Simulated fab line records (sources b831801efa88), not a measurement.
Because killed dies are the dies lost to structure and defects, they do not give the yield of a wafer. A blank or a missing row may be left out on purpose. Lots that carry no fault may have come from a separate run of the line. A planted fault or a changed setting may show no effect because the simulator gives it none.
The same fault as seen by 2 desks ; flow gf180mcu ; only its own numbers are on each desk; what lay behind them is given at the end

THE METROLOGY DESK
Means of the sampled wafers that have a number, per lot and without regard to the tool the lot ran on: this is what the gauges read. The brackets show how far a lot's mean lies from the usual mean; more than 4 standard deviations puts the lot out of limits, marked OUT.
Columns: A = V2_OVL at GF_V2_OVL_MEAS_15, usual 2 nm; B = V2_W_RS at GF_V2_RS_MEAS_24, usual 0.327 ohm/sq; C = V2_W_THK at GF_V2_THK_MEAS_25, usual 357 nm
lot;first seen here;A;B;C
L222;day 22 14:27;-5;0.324;359
L223;day 23 03:06;4;0.329;356
L235;day 27 00:28;10;0.327;356
L237;day 27 12:04;-3;0.333;355
L238;day 27 20:54;0;0.330;360
This desk's finding: nothing out of limits on any of the 5 lots.

FOR THE TOOL OWNER'S DESK: pvd-sputter-04
The tool's own readings at GF_M3_SPUTTER_00 (material Ti, target thk 37.5 nm, time 150 s): means of the sampled wafers that have a number, for each lot that ran on this tool. The brackets show how far a lot's mean lies from the usual mean; more than 4 standard deviations puts the lot out of limits, marked OUT.
Columns: A = throttle-valve-pct at GF_M3_SPUTTER_00, usual 29.7 %
lot;first seen here;A
L223;day 23 04:31;29.0
L235;day 27 01:52;29.3
This desk's finding: nothing out of limits on any of the 2 lots.

PUT TOGETHER
At the metrology desk, nothing out of limits was observed.
The desk of the tool owner found nothing out of limits.

WHAT THE SIMULATOR HAD PUT IN
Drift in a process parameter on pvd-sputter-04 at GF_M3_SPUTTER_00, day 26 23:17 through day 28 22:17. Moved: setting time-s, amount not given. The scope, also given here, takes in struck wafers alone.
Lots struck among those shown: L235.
